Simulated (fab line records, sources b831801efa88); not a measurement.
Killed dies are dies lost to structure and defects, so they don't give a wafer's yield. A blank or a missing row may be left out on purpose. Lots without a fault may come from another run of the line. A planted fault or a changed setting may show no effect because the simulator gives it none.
fab line records | flow gf180mcu
record lots=5 wafers=15 last_day=35
route steps=602 shown HV_LDD@225 NSD@235 PSD@248
lots that met no fault: from a run of the same line without faults
start_h: hours from the record's first day to the start of the lot's first wafer shown | wait_h: hours since the lot's step before | " the same as in the row above | L1.1+2: a row that stands for several wafers | - no value, or no start given | * or withheld: withheld | < > ~ a bound
route shown NAME@n: a module of which the file shows steps, and the number in the route of the first | usual: mean/standard deviation of fault-free wafers | same: alike in all rows | chamber/n: place in a boat | sites: the reading at each site | _std_site: their standard deviation | _edge_site: outer sites' mean less inner sites' | radius_mm: how far each site lies from the wafer's centre | mask NAME#n: copy n | behind: the tool/chamber that last shaped the wafer | hold: why the lot was held/for how many hours/how that ended | device: the transistor (n, p or np) that didn't switch | end of line: the same wafers' tests at the end of the route | a step without rows: its recipe alone | killed: dies lost to structure and defects at the first sort, not the wafer's yield | map: a wafer's dies, x killed, . not, _ none there
set.NAME: the setting as run; set.NAME@STEP: as run at that earlier step | model.NAME: the simulator's own value behind a step, which no gauge read
lots at some steps of the route; a table a step, a row a wafer
services: from which hour (start_h, from the record's first day; less than 0 if before it) a tool's chamber was out of use, for how many hours, and why
## steps
# step GF_HV_LDD_STRIP_49
# recipe chemistry=O2/N2 power_w=1400 pressure_mtorr=1500 platen_temp_c=250 o2_flow_sccm=3000 n2_flow_sccm=300 overash_fraction=0.5
# usual drypump_motor_current_A=5.6/0.32 heater_power_w=344/27 oes_product_au=0.716/0.0045 strip_time_to_endpoint_s=12.63/0.039
# columns lot.wafer tool chamber start_h wait_h drypump_motor_current_A heater_power_w oes_product_au rf_hours_counter_h strip_time_to_endpoint_s
L079.1 plasma_asher-04 0 323.49 0.1 5.6 308 0.717 23 12.63
L079.4 " 0 " " 5.6 300 0.717 - 12.65
L079.6 " 0 " " 5.7 304 0.712 - 12.66
L083.1 plasma_asher-04 0 357.03 0.1 5.6 299 0.706 26 12.67
L083.4 " 1 " " 5.5 331 0.719 - 12.63
L083.6 " 1 " " 5.5 332 0.717 - 12.65
L085.2 plasma_asher-04 1 367.63 0.1 5.5 342 0.725 28 12.66
L085.5 " 0 " " 5.6 297 0.721 - 12.72
L085.6 " 1 " " 5.5 327 0.702 - 12.70
L095.1 plasma_asher-02 1 455.92 0.1 6.2 377 0.719 3 12.62
L095.3 " 0 " " 5.3 340 0.717 - 12.62
L095.5 " 0 " " 5.3 334 0.712 - 12.65
L097.1 plasma_asher-02 0 469.12 0.1 5.3 339 0.722 4 12.63
L097.4 " 0 " " 5.3 329 0.703 - 12.62
L097.5 " 1 " " 6.2 375 0.713 - 12.65
# step GF_HV_LDD_TW_MEAS_50
# usual HV_LDD_4_TW=566.9/3
# columns lot.wafer tool chamber start_h wait_h HV_LDD_4_TW
L079.1 film_metro-02 - 323.59 0.1 565.4
L079.4 " - " " 563.5
L079.6 " - " " 566.2
L083.1 film_metro-04 - 357.13 0.1 569.6
L083.4 " - " " 567.6
L083.6 " - " " 568.9
L085.2 film_metro-04 - 367.74 0.1 570.6
L085.5 " - " " 570.6
L085.6 " - " " 568.5
L095.1 film_metro-04 - 456.02 0.1 571.3
L095.3 " - " " 573.3
L095.5 " - " " 571.2
L097.1 film_metro-02 - 469.22 0.1 568.4
L097.4 " - " " 566.2
L097.5 " - " " 567.7
# step GF_HV_LDD_CLEAN_51
# recipe chemistry=SC1/SC2 mix=1:4:20 temp_c=70 time_s=150 dry=n2_spin
# columns lot.wafer tool chamber start_h wait_h
L079.1+4+6 wet_bench-03 3 323.65 0.1
L083.1+4+6 wet_bench-02 1 357.19 0.1
L085.2+5+6 wet_bench-04 1 367.79 0.0
L095.1+3+5 wet_bench-04 0 456.08 0.1
L097.1+4+5 wet_bench-02 1 469.28 0.1
# step GF_HV_LDD_RTA_52
# recipe temp_c=1000 time_s=10 ambient=N2
# usual lamp_power_pct=31.9/0.8 wafer_temp_C_max=1004.2/0.82
# columns lot.wafer tool chamber start_h wait_h lamp_power_pct wafer_temp_C_max
L079.1 rtp_anneal-01 0 323.70 0.0 32.7 1004.8
L079.4 " 0 " " 32.7 1004.6
L079.6 " 0 " " 32.7 1004.9
L083.1 rtp_anneal-01 0 357.24 0.0 32.7 1003.1
L083.4 " 0 " " 32.7 1006.2
L083.6 " 0 " " 32.7 1005.2
L085.2 rtp_anneal-01 0 367.85 0.0 32.7 1004.1
L085.5 " 0 " " 32.7 1005.0
L085.6 " 0 " " 32.8 1002.8
L095.1 rtp_anneal-01 0 456.14 0.0 32.7 1004.3
L095.3 " 0 " " 32.7 1004.3
L095.5 " 0 " " 32.7 1003.4
L097.1 rtp_anneal-01 0 469.33 0.0 32.7 1003.4
L097.4 " 0 " " 32.7 1005.0
L097.5 " 0 " " 32.7 1005.2
# step GF_HV_LDD_RS_MEAS_53
# recipe thk_meas_gauge=four-point-probe
# usual HV_LDD_RS=418.2/1.2
# columns lot.wafer tool chamber start_h wait_h HV_LDD_RS[ohm/sq]
L079.1 film_metro-01 - 323.77 0.1 415.7
L079.4 " - " " 417.5
L079.6 " - " " 417.0
L083.1 film_metro-02 - 357.31 0.1 420.3
L083.4 " - " " 418.8
L083.6 " - " " 417.3
L085.2 film_metro-02 - 367.93 0.1 418.3
L085.5 " - " " 419.4
L085.6 " - " " 419.5
L095.1 film_metro-01 - 456.21 0.1 417.0
L095.3 " - " " 416.0
L095.5 " - " " 416.5
L097.1 film_metro-04 - 469.40 0.1 418.5
L097.4 " - " " 419.6
L097.5 " - " " 418.5
# step GF_HV_LDD_CVD_54
# recipe material=SiO2 target_thk_nm=10 precursor=TEOS temp_c=680 time_s=75 pressure_mtorr=400
# usual susceptor_temp_C=680.00/0.28 zone_power_centre_pct=9.4/0.69
# columns lot.wafer tool chamber start_h wait_h susceptor_temp_C zone_power_centre_pct
L079.1 lpcvd-01 1 323.89 0.1 680.08 9.3
L079.4 " 1 " " 680.18 9.0
L079.6 " 1 " " 680.21 9.1
L083.1 lpcvd-02 1 357.43 0.1 679.89 9.0
L083.4 " 1 " " 680.06 9.3
L083.6 " 1 " " 680.00 9.1
L085.2 lpcvd-01 0 368.03 0.1 680.07 11.5
L085.5 " 0 " " 680.43 11.6
L085.6 " 0 " " 679.41 11.5
L095.1 lpcvd-01 1 456.33 0.1 680.25 9.1
L095.3 " 1 " " 679.98 8.9
L095.5 " 1 " " 680.02 8.9
L097.1 lpcvd-02 0 469.52 0.1 679.76 9.8
L097.4 " 0 " " 679.87 9.9
L097.5 " 0 " " 679.59 9.5
# step GF_HV_LDD_THK_MEAS_55
# recipe reads=SiO2_of_HV_LDD_CVD_54
# usual HV_LDD_CVD_54_THK=9.95/0.12
# columns lot.wafer tool chamber start_h wait_h HV_LDD_CVD_54_THK[nm]
L079.1 film_metro-01 - 324.91 0.0 9.93
L079.4 " - " " 9.94
L079.6 " - " " 10.07
L083.1 film_metro-01 - 358.45 0.0 9.79
L083.4 " - " " 9.85
L083.6 " - " " 9.79
L085.2 film_metro-01 - 369.06 0.0 9.92
L085.5 " - " " 9.79
L085.6 " - " " 9.94
L095.1 film_metro-04 - 457.35 0.0 9.97
L095.3 " - " " 9.82
L095.5 " - " " 9.88
L097.1 film_metro-04 - 470.54 0.0 10.05
L097.4 " - " " 9.75
L097.5 " - " " 9.93
# step GF_HV_LDD_CVD_56
# recipe material=Si3N4 precursor=DCS/NH3 target_thk_nm=90 temp_c=770 time_s=1543 pressure_mtorr=250
# usual susceptor_temp_C=770.1/0.35 zone_power_centre_pct=12.6/1.2
# columns lot.wafer tool chamber start_h wait_h susceptor_temp_C zone_power_centre_pct
L079.1 lpcvd-02 1 324.97 0.1 769.8 11.6
L079.4 " 1 " " 770.2 11.6
L079.6 " 1 " " 769.7 11.6
L083.1 lpcvd-02 0 358.51 0.1 770.6 12.3
L083.4 " 0 " " 770.2 12.2
L083.6 " 0 " " 770.8 12.4
L085.2 lpcvd-02 1 369.11 0.0 770.6 11.5
L085.5 " 1 " " 770.4 11.7
L085.6 " 1 " " 770.4 11.5
L095.1 lpcvd-01 0 457.41 0.1 769.6 14.7
L095.3 " 0 " " 769.6 14.4
L095.5 " 0 " " 769.6 14.4
L097.1 lpcvd-01 1 470.60 0.1 769.8 11.3
L097.4 " 1 " " 769.7 11.5
L097.5 " 1 " " 769.9 11.4
# step GF_HV_LDD_THK_MEAS_57
# recipe reads=Si3N4_of_HV_LDD_CVD_56
# usual HV_LDD_CVD_56_THK=89.9/1.1
# columns lot.wafer tool chamber start_h wait_h HV_LDD_CVD_56_THK[nm]
L079.1 film_metro-02 - 326.40 0.0 90.3
L079.4 " - " " 89.7
L079.6 " - " " 89.6
L083.1 film_metro-01 - 359.94 0.0 90.7
L083.4 " - " " 90.6
L083.6 " - " " 91.0
L085.2 film_metro-04 - 371.26 0.0 88.5
L085.5 " - " " 88.6
L085.6 " - " " 88.2
L095.1 film_metro-01 - 458.83 0.0 89.0
L095.3 " - " " 89.2
L095.5 " - " " 89.5
L097.1 film_metro-04 - 472.03 0.0 90.2
L097.4 " - " " 89.6
L097.5 " - " " 90.6
# step GF_HV_LDD_ETCHBACK_58
# recipe chemistry=CH3F/O2 target=Si3N4 stop_on=SiO2 source_w=400 bias_w=80 pressure_mtorr=25 ch3f_flow_sccm=40 O2_flow_sccm=30 time_s=100 target_depth_a=900
# usual bias_w=79.99/0.25 drypump_motor_current_A=5.8/0.49 oes_product_au=0.842/0.0068 throttle_valve_pct=10.560/0.0091
# columns lot.wafer tool chamber start_h wait_h bias_w drypump_motor_current_A oes_product_au rf_hours_counter_h throttle_valve_pct
L079.1 rie_diel-01 0 326.46 0.1 79.79 6.3 0.845 40 10.560
L079.4 " 1 " " 79.96 6.3 0.844 15 10.547
L079.6 " 0 " " 79.80 6.3 0.838 - 10.544
L083.1 rie_diel-01 2 360.00 0.1 79.71 6.1 0.842 75 10.562
L083.4 " 3 " " 80.11 6.1 0.852 0 10.565
L083.6 " 1 " " 79.90 6.4 0.853 - 10.554
L085.2 rie_diel-01 2 371.31 0.0 80.23 6.1 0.839 75 10.564
L085.5 " 3 " " 80.37 6.0 0.836 - 10.548
L085.6 " 0 " " 79.82 6.3 0.832 - 10.557
L095.1 rie_diel-04 0 458.89 0.1 80.48 5.7 0.838 5 10.575
L095.3 " 2 " " 79.83 5.8 0.839 80 10.548
L095.5 " 2 " " 79.88 5.8 0.839 - 10.558
L097.1 rie_diel-01 3 472.09 0.1 79.48 6.1 0.844 3 10.561
L097.4 " 1 " " 79.63 6.3 0.840 19 10.557
L097.5 " 1 " " 79.86 6.3 0.846 - 10.549
# step GF_NSD_DEHYDRATE_00
# recipe temp_c=200 time_s=60
# usual chill_plate_temp_C=23.00/0.11
# columns lot.wafer tool chamber start_h wait_h chill_plate_temp_C
L079.1 litho_track-04 0 336.37 9.9 23.00
L079.4 " 0 " " 23.03
L079.6 " 0 " " 23.06
L083.1 litho_track-04 0 370.77 10.7 22.79
L083.4 " 0 " " 22.91
L083.6 " 0 " " 22.98
L085.2 litho_track-03 0 381.86 10.5 23.08
L085.5 " 0 " " 23.05
L085.6 " 0 " " 22.88
L095.1 litho_track-04 0 470.17 11.2 23.06
L095.3 " 0 " " 22.95
L095.5 " 0 " " 22.97
L097.1 litho_track-04 0 483.97 11.8 23.01
L097.4 " 0 " " 22.95
L097.5 " 0 " " 22.92
# step GF_NSD_HMDS_01
# recipe prime_time_s=60 prime_temp_c=120
# usual chill_plate_temp_C=22.98/0.11
# columns lot.wafer tool chamber start_h wait_h chill_plate_temp_C
L079.1 litho_track-04 0 336.52 0.1 22.88
L079.4 " 0 " " 22.97
L079.6 " 0 " " 22.84
L083.1 litho_track-04 0 370.92 0.1 22.99
L083.4 " 0 " " 22.96
L083.6 " 0 " " 23.06
L085.2 litho_track-03 0 382.01 0.1 23.13
L085.5 " 0 " " 23.20
L085.6 " 0 " " 23.10
L095.1 litho_track-04 0 470.32 0.1 22.97
L095.3 " 0 " " 22.90
L095.5 " 0 " " 22.97
L097.1 litho_track-04 0 484.12 0.1 22.94
L097.4 " 0 " " 23.01
L097.5 " 0 " " 23.03
# step GF_NSD_COAT_02
# recipe resist=NOVOLAK spin_rpm=3000 resist_thk_nm=1000
# usual chill_plate_temp_C=23.00/0.088
# columns lot.wafer tool chamber start_h wait_h chill_plate_temp_C
L079.1 litho_track-04 0 336.67 0.1 22.95
L079.4 " 0 " " 23.07
L079.6 " 0 " " 23.02
L083.1 litho_track-04 0 371.07 0.1 23.19
L083.4 " 0 " " 23.19
L083.6 " 0 " " 23.04
L085.2 litho_track-03 0 382.16 0.1 23.15
L085.5 " 0 " " 23.10
L085.6 " 0 " " 22.93
L095.1 litho_track-04 0 470.47 0.1 22.92
L095.3 " 0 " " 23.01
L095.5 " 0 " " 22.99
L097.1 litho_track-04 0 484.27 0.1 23.10
L097.4 " 0 " " 22.96
L097.5 " 0 " " 23.07
# step GF_NSD_SOFTBAKE_03
# recipe temp_c=90 time_s=60 resist=NOVOLAK
# usual chill_plate_temp_C=23.00/0.1
# columns lot.wafer tool chamber start_h wait_h chill_plate_temp_C
L079.1 litho_track-04 0 336.82 0.1 22.89
L079.4 " 0 " " 22.81
L079.6 " 0 " " 23.02
L083.1 litho_track-04 0 371.22 0.1 22.80
L083.4 " 0 " " 22.82
L083.6 " 0 " " 22.95
L085.2 litho_track-03 0 382.31 0.1 23.06
L085.5 " 0 " " 22.98
L085.6 " 0 " " 22.97
L095.1 litho_track-04 0 470.62 0.1 23.05
L095.3 " 0 " " 22.90
L095.5 " 0 " " 22.99
L097.1 litho_track-04 0 484.42 0.1 22.90
L097.4 " 0 " " 22.98
L097.5 " 0 " " 22.93
# step GF_NSD_EXPOSE_04
# recipe mask_id=Nplus target_cd_nm=400 na=0.6 source_shape=conventional sigma_outer=0.6 dose_mj=140
# same na=0.6
# columns lot.wafer tool chamber start_h wait_h mask
L079.1+4+6 iline_stepper-02 0 - - Nplus#0
L083.1+4+6 iline_stepper-02 0 - - Nplus#0
L085.2+5+6 iline_stepper-02 0 - - Nplus#0
L095.1+3+5 iline_stepper-02 0 - - Nplus#0
L097.1+4+5 iline_stepper-02 0 - - Nplus#0
# step GF_NSD_PEB_05
# recipe temp_c=withheld time_s=* resist=NOVOLAK
# usual chill_plate_temp_C=*
# columns lot.wafer tool chamber start_h wait_h chill_plate_temp_C
L079.1 litho_track-04 0 - - *
L079.4 " 0 " " *
L079.6 " 0 " " *
L083.1 litho_track-04 0 - - *
L083.4 " 0 " " *
L083.6 " 0 " " *
L085.2 litho_track-03 0 - - *
L085.5 " 0 " " *
L085.6 " 0 " " *
L095.1 litho_track-04 0 - - *
L095.3 " 0 " " *
L095.5 " 0 " " *
L097.1 litho_track-04 0 - - *
L097.4 " 0 " " *
L097.5 " 0 " " *
# step GF_NSD_DEVELOP_06
# recipe develop_time_s=60 dev_temp_c=23
# usual chill_plate_temp_C=22.98/0.11
# columns lot.wafer tool chamber start_h wait_h chill_plate_temp_C
L079.1 litho_track-04 0 348.12 0.1 22.88
L079.4 " 0 " " 22.96
L079.6 " 0 " " 22.89
L083.1 litho_track-04 0 382.07 0.1 23.08
L083.4 " 0 " " 22.97
L083.6 " 0 " " 22.92
L085.2 litho_track-03 0 393.66 0.1 23.08
L085.5 " 0 " " 23.01
L085.6 " 0 " " 22.89
L095.1 litho_track-04 0 483.22 0.1 22.75
L095.3 " 0 " " 22.85
L095.5 " 0 " " 23.00
L097.1 litho_track-04 0 495.97 0.1 23.11
L097.4 " 0 " " 22.96
L097.5 " 0 " " 23.09
# step GF_NSD_CD_MEAS_07
# recipe target_cd_nm=400
# usual cd_nm=400.3/2.8
# columns lot.wafer tool chamber start_h wait_h cd_nm
L079.1 cd_sem-02 - 348.29 0.1 400.9
L079.4 " - " " 402.3
L079.6 " - " " 399.9
L083.1 cd_sem-02 - 382.22 0.1 407.2
L083.4 " - " " 406.6
L083.6 " - " " 404.0
L085.2 cd_sem-01 - 393.80 0.1 400.1
L085.5 " - " " 400.5
L085.6 " - " " 401.2
L095.1 cd_sem-02 - 483.37 0.1 394.8
L095.3 " - " " 394.8
L095.5 " - " " 395.4
L097.1 cd_sem-02 - 496.20 0.2 403.4
L097.4 " - " " 401.4
L097.5 " - " " 405.9
# step GF_NSD_OVL_MEAS_08
# usual NSD_OVL=0.0/1.6
# columns lot.wafer tool chamber start_h wait_h NSD_OVL[nm]
L079.1 overlay-02 - 348.41 0.1 0.9
L079.4 " - " " 2.8
L079.6 " - " " 1.0
L083.1 overlay-02 - 382.34 0.1 0.8
L083.4 " - " " 0.9
L083.6 " - " " -0.9
L085.2 overlay-01 - 393.91 0.1 -1.3
L085.5 " - " " -1.8
L085.6 " - " " -0.5
L095.1 overlay-01 - 483.49 0.1 0.6
L095.3 " - " " 1.0
L095.5 " - " " 1.9
L097.1 overlay-02 - 496.32 0.1 0.5
L097.4 " - " " 2.4
L097.5 " - " " -0.3
# step GF_NSD_IMPLANT_09
# recipe species=As energy_kev=60 dose_cm2=4e+15 tilt_deg=7
# columns lot.wafer tool chamber start_h wait_h
L079.1+4+6 implanter-01 0 348.45 0.0
L083.1+4+6 implanter-01 0 382.38 0.0
L085.2+5+6 implanter-01 0 393.96 0.0
L095.1+3+5 implanter-01 0 483.52 0.0
L097.1+4+5 implanter-02 0 496.36 0.0
# step GF_NSD_IMPLANT_10
# recipe species=P energy_kev=40 dose_cm2=5e+14 tilt_deg=7
# columns lot.wafer tool chamber start_h wait_h
L079.1+4+6 implanter-01 0 348.60 0.1
L083.1+4+6 implanter-01 0 382.53 0.1
L085.2+5+6 implanter-01 0 394.11 0.1
L095.1+3+5 implanter-01 0 483.67 0.1
L097.1+4+5 implanter-02 0 496.51 0.1
# step GF_NSD_STRIP_11
# recipe chemistry=O2/N2 power_w=1400 pressure_mtorr=1500 platen_temp_c=250 o2_flow_sccm=3000 n2_flow_sccm=300 overash_fraction=0.5
# usual drypump_motor_current_A=5.54/0.13 heater_power_w=322/31 oes_product_au=0.487/0.0041 strip_time_to_endpoint_s=22.96/0.037
# columns lot.wafer tool chamber start_h wait_h drypump_motor_current_A heater_power_w oes_product_au rf_hours_counter_h strip_time_to_endpoint_s
L079.1 plasma_asher-04 1 348.75 0.1 5.48 329 0.478 26 22.93
L079.4 " 0 " " 5.61 293 0.491 - 22.97
L079.6 " 0 " " 5.63 300 0.486 - 23.00
L083.1 plasma_asher-01 1 382.68 0.1 5.24 324 0.489 76 22.90
L083.4 " 1 " " 5.25 325 0.488 - 22.89
L083.6 " 1 " " 5.25 324 0.492 - 22.92
L085.2 plasma_asher-04 0 394.24 0.1 5.62 304 0.486 30 22.96
L085.5 " 1 " " 5.49 341 0.488 - 22.96
L085.6 " 0 " " 5.62 295 0.481 - 22.88
L095.1 plasma_asher-04 0 483.82 0.1 5.61 306 0.488 39 22.99
L095.3 " 1 " " 5.49 330 0.487 - 23.00
L095.5 " 1 " " 5.47 336 0.486 - 22.94
L097.1 plasma_asher-04 1 496.66 0.1 5.46 332 0.485 41 23.02
L097.4 " 0 " " 5.63 306 0.489 - 23.06
L097.5 " 0 " " 5.64 307 0.492 - 23.02
# step GF_NSD_TW_MEAS_12
# usual NSD_TW=4230/24
# columns lot.wafer tool chamber start_h wait_h NSD_TW
L079.1 film_metro-04 - 348.85 0.1 4243
L079.4 " - " " 4235
L079.6 " - " " 4273
L083.1 film_metro-03 - 382.78 0.1 4231
L083.4 " - " " 4231
L083.6 " - " " 4236
L085.2 film_metro-03 - 394.35 0.1 4205
L085.5 " - " " 4204
L085.6 " - " " 4190
L095.1 film_metro-04 - 483.92 0.1 4251
L095.3 " - " " 4249
L095.5 " - " " 4268
L097.1 film_metro-02 - 496.76 0.1 4218
L097.4 " - " " 4210
L097.5 " - " " 4227
# step GF_PSD_DEHYDRATE_00
# recipe temp_c=200 time_s=60
# usual chill_plate_temp_C=23.01/0.1
# columns lot.wafer tool chamber start_h wait_h chill_plate_temp_C
L079.1 litho_track-02 0 359.17 10.3 23.09
L079.4 " 0 " " 22.96
L079.6 " 0 " " 22.91
L083.1 litho_track-03 0 393.78 11.0 22.93
L083.4 " 0 " " 22.98
L083.6 " 0 " " 23.03
L085.2 litho_track-02 0 405.94 11.6 23.02
L085.5 " 0 " " 23.06
L085.6 " 0 " " 23.18
L095.1 litho_track-01 0 494.73 10.8 23.14
L095.3 " 0 " " 23.01
L095.5 " 0 " " 23.17
L097.1 litho_track-02 0 508.57 11.8 23.00
L097.4 " 0 " " 23.06
L097.5 " 0 " " 23.03
# step GF_PSD_HMDS_01
# recipe prime_time_s=60 prime_temp_c=120
# usual chill_plate_temp_C=23.01/0.097
# columns lot.wafer tool chamber start_h wait_h chill_plate_temp_C
L079.1 litho_track-02 0 359.32 0.1 23.10
L079.4 " 0 " " 23.09
L079.6 " 0 " " 23.04
L083.1 litho_track-03 0 393.93 0.1 23.02
L083.4 " 0 " " 23.18
L083.6 " 0 " " 22.95
L085.2 litho_track-02 0 406.09 0.1 23.04
L085.5 " 0 " " 23.20
L085.6 " 0 " " 23.20
L095.1 litho_track-01 0 494.88 0.1 23.09
L095.3 " 0 " " 23.07
L095.5 " 0 " " 23.05
L097.1 litho_track-02 0 508.72 0.1 23.00
L097.4 " 0 " " 22.92
L097.5 " 0 " " 22.95
# step GF_PSD_COAT_02
# recipe resist=NOVOLAK spin_rpm=3000 resist_thk_nm=1000
# usual chill_plate_temp_C=23.03/0.099
# columns lot.wafer tool chamber start_h wait_h chill_plate_temp_C
L079.1 litho_track-02 0 359.47 0.1 22.81
L079.4 " 0 " " 22.93
L079.6 " 0 " " 22.97
L083.1 litho_track-03 0 394.08 0.1 23.18
L083.4 " 0 " " 23.21
L083.6 " 0 " " 23.11
L085.2 litho_track-02 0 406.24 0.1 23.15
L085.5 " 0 " " 22.98
L085.6 " 0 " " 23.07
L095.1 litho_track-01 0 495.03 0.1 23.02
L095.3 " 0 " " 22.85
L095.5 " 0 " " 22.96
L097.1 litho_track-02 0 508.87 0.1 23.05
L097.4 " 0 " " 23.03
L097.5 " 0 " " 23.20
# step GF_PSD_SOFTBAKE_03
# recipe temp_c=90 time_s=60 resist=NOVOLAK
# usual chill_plate_temp_C=22.99/0.1
# columns lot.wafer tool chamber start_h wait_h chill_plate_temp_C
L079.1 litho_track-02 0 359.62 0.1 22.96
L079.4 " 0 " " 22.84
L079.6 " 0 " " 22.89
L083.1 litho_track-03 0 394.23 0.1 23.15
L083.4 " 0 " " 23.12
L083.6 " 0 " " 23.13
L085.2 litho_track-02 0 406.39 0.1 23.00
L085.5 " 0 " " 23.04
L085.6 " 0 " " 22.99
L095.1 litho_track-01 0 495.18 0.1 22.85
L095.3 " 0 " " 22.70
L095.5 " 0 " " 22.88
L097.1 litho_track-02 0 509.02 0.1 23.03
L097.4 " 0 " " 22.99
L097.5 " 0 " " 22.82
# step GF_PSD_EXPOSE_04
# recipe mask_id=Pplus target_cd_nm=400 na=0.6 source_shape=conventional sigma_outer=0.6 dose_mj=140
# same na=0.6
# columns lot.wafer tool chamber start_h wait_h mask
L079.1+4+6 iline_stepper-01 0 - - Pplus#0
L083.1+4+6 iline_stepper-02 0 - - Pplus#0
L085.2+5+6 iline_stepper-01 0 - - Pplus#0
L095.1+3+5 iline_stepper-02 0 - - Pplus#0
L097.1+4+5 iline_stepper-01 0 - - Pplus#0
# step GF_PSD_PEB_05
# recipe temp_c=withheld time_s=* resist=NOVOLAK
# usual chill_plate_temp_C=*
# columns lot.wafer tool chamber start_h wait_h chill_plate_temp_C
L079.1 litho_track-03 0 - - *
L079.4 " 0 " " *
L079.6 " 0 " " *
L083.1 litho_track-01 0 - - *
L083.4 " 0 " " *
L083.6 " 0 " " *
L085.2 litho_track-02 0 - - *
L085.5 " 0 " " *
L085.6 " 0 " " *
L095.1 litho_track-02 0 - - *
L095.3 " 0 " " *
L095.5 " 0 " " *
L097.1 litho_track-03 0 - - *
L097.4 " 0 " " *
L097.5 " 0 " " *
# step GF_PSD_DEVELOP_06
# recipe develop_time_s=60 dev_temp_c=23
# usual chill_plate_temp_C=23.00/0.1
# columns lot.wafer tool chamber start_h wait_h chill_plate_temp_C
L079.1 litho_track-03 0 370.73 0.1 22.98
L079.4 " 0 " " 22.91
L079.6 " 0 " " 22.95
L083.1 litho_track-01 0 406.18 0.1 23.09
L083.4 " 0 " " 22.88
L083.6 " 0 " " 22.95
L085.2 litho_track-02 0 417.54 0.1 22.79
L085.5 " 0 " " 23.03
L085.6 " 0 " " 22.84
L095.1 litho_track-02 0 507.07 0.1 23.02
L095.3 " 0 " " 23.09
L095.5 " 0 " " 23.10
L097.1 litho_track-03 0 520.48 0.1 22.95
L097.4 " 0 " " 23.13
L097.5 " 0 " " 23.08
# step GF_PSD_CD_MEAS_07
# recipe target_cd_nm=400
# usual cd_nm=400.1/2
# columns lot.wafer tool chamber start_h wait_h cd_nm
L079.1 cd_sem-01 - 370.89 0.1 399.7
L079.4 " - " " 399.6
L079.6 " - " " 397.1
L083.1 cd_sem-01 - 406.33 0.1 402.5
L083.4 " - " " 405.4
L083.6 " - " " 403.4
L085.2 cd_sem-02 - 417.69 0.1 398.2
L085.5 " - " " 400.0
L085.6 " - " " 400.2
L095.1 cd_sem-02 - 507.22 0.1 400.7
L095.3 " - " " 400.8
L095.5 " - " " 400.5
L097.1 cd_sem-01 - 520.63 0.1 399.5
L097.4 " - " " 400.6
L097.5 " - " " 398.6
# step GF_PSD_OVL_MEAS_08
# usual PSD_OVL=0.2/1.5
# columns lot.wafer tool chamber start_h wait_h PSD_OVL[nm]
L079.1 overlay-01 - 371.01 0.1 -0.6
L079.4 " - " " 0.9
L079.6 " - " " 1.1
L083.1 overlay-02 - 406.45 0.1 -3.9
L083.4 " - " " -3.1
L083.6 " - " " 0.8
L085.2 overlay-02 - 417.80 0.1 0.7
L085.5 " - " " -1.1
L085.6 " - " " 1.0
L095.1 overlay-01 - 507.34 0.1 2.4
L095.3 " - " " 2.7
L095.5 " - " " 2.4
L097.1 overlay-01 - 520.75 0.1 -0.7
L097.4 " - " " -0.9
L097.5 " - " " 0.0
# step GF_PSD_IMPLANT_09
# recipe species=BF2 energy_kev=40 dose_cm2=1.5e+15 tilt_deg=7
# columns lot.wafer tool chamber start_h wait_h
L079.1+4+6 implanter-02 0 371.05 0.0
L083.1+4+6 implanter-01 0 406.48 0.0
L085.2+5+6 implanter-02 0 417.85 0.0
L095.1+3+5 implanter-03 0 507.37 0.0
L097.1+4+5 implanter-01 0 520.79 0.0
# step GF_PSD_STRIP_10
# recipe chemistry=O2/N2 power_w=1400 pressure_mtorr=1500 platen_temp_c=250 o2_flow_sccm=3000 n2_flow_sccm=300 overash_fraction=0.5
# usual drypump_motor_current_A=5.64/0.3 heater_power_w=327/29 oes_product_au=0.592/0.004 strip_time_to_endpoint_s=16.52/0.031
# columns lot.wafer tool chamber start_h wait_h drypump_motor_current_A heater_power_w oes_product_au rf_hours_counter_h strip_time_to_endpoint_s
L079.1 plasma_asher-02 1 371.20 0.1 6.18 364 0.593 68 16.57
L079.4 " 1 " " 6.20 372 0.589 - 16.56
L079.6 " 1 " " 6.19 376 0.592 - 16.55
L083.1 plasma_asher-04 0 406.63 0.1 5.65 302 0.583 31 16.52
L083.4 " 1 " " 5.53 334 0.587 - 16.52
L083.6 " 0 " " 5.62 295 0.589 - 16.51
L085.2 plasma_asher-04 0 417.98 0.1 5.61 304 0.591 32 16.54
L085.5 " 1 " " 5.51 345 0.599 - 16.55
L085.6 " 0 " " 5.61 295 0.594 - 16.52
L095.1 plasma_asher-03 1 507.52 0.1 5.54 278 0.595 67 16.52
L095.3 " 1 " " 5.54 279 0.598 - 16.54
L095.5 " 0 " " 5.69 333 0.596 - 16.55
L097.1 plasma_asher-04 1 520.94 0.1 5.49 336 0.589 43 16.54
L097.4 " 0 " " 5.61 314 0.599 - 16.50
L097.5 " 1 " " 5.48 338 0.587 - 16.51
# step GF_PSD_TW_MEAS_11
# usual PSD_TW=3167/17
# columns lot.wafer tool chamber start_h wait_h PSD_TW
L079.1 film_metro-02 - 371.30 0.1 3163
L079.4 " - " " 3165
L079.6 " - " " 3152
L083.1 film_metro-03 - 406.73 0.1 3152
L083.4 " - " " 3149
L083.6 " - " " 3160
L085.2 film_metro-03 - 418.09 0.1 3164
L085.5 " - " " 3146
L085.6 " - " " 3143
L095.1 film_metro-03 - 507.62 0.1 3151
L095.3 " - " " 3138
L095.5 " - " " 3144
L097.1 film_metro-03 - 521.04 0.1 3132
L097.4 " - " " 3150
L097.5 " - " " 3151
# step GF_PSD_CLEAN_12
# recipe chemistry=SC1/SC2 mix=1:4:20 temp_c=70 time_s=150 dry=n2_spin
# columns lot.wafer tool chamber start_h wait_h
L079.1+4+6 wet_bench-02 3 371.36 0.1
L083.1+4+6 wet_bench-01 2 406.97 0.2
L085.2+5+6 wet_bench-04 1 418.14 0.0
L095.1+3+5 wet_bench-04 0 507.68 0.1
L097.1+4+5 wet_bench-02 3 521.10 0.1
## services
# columns tool chamber start_h hours kind
implanter-01 - 307.76 0.7 repair
plasma_asher-04 - 308.63 1.6 repair
implanter-02 - 310.62 3.5 repair
implanter-02 - 320.00 18.8 pm
iline_stepper-02 - 323.60 1.7 pm
lpcvd-01 - 326.56 2.8 pm
plasma_asher-04 - 350.69 1.9 repair
iline_stepper-01 - 355.00 1.7 pm
wet_bench-02 - 369.84 0.5 repair
rtp_anneal-01 - 375.83 3.9 pm
rtp_anneal-01 - 379.93 4.6 repair
plasma_asher-04 - 382.65 5.8 repair
plasma_asher-02 - 393.14 0.5 repair
wet_bench-04 - 400.79 8.1 repair
rtp_anneal-01 - 409.72 2.9 repair
rie_diel-01 3 413.63 7.4 repair
iline_stepper-02 - 431.95 10.5 repair
implanter-02 - 434.32 1.0 repair
rie_diel-01 - 445.65 15.6 pm
wet_bench-02 - 482.13 2.3 repair
lpcvd-02 - 486.79 6.1 pm
implanter-01 - 495.94 1.5 repair
implanter-01 - 498.53 4.4 repair
implanter-01 - 510.76 0.7 repair
## key
fault none
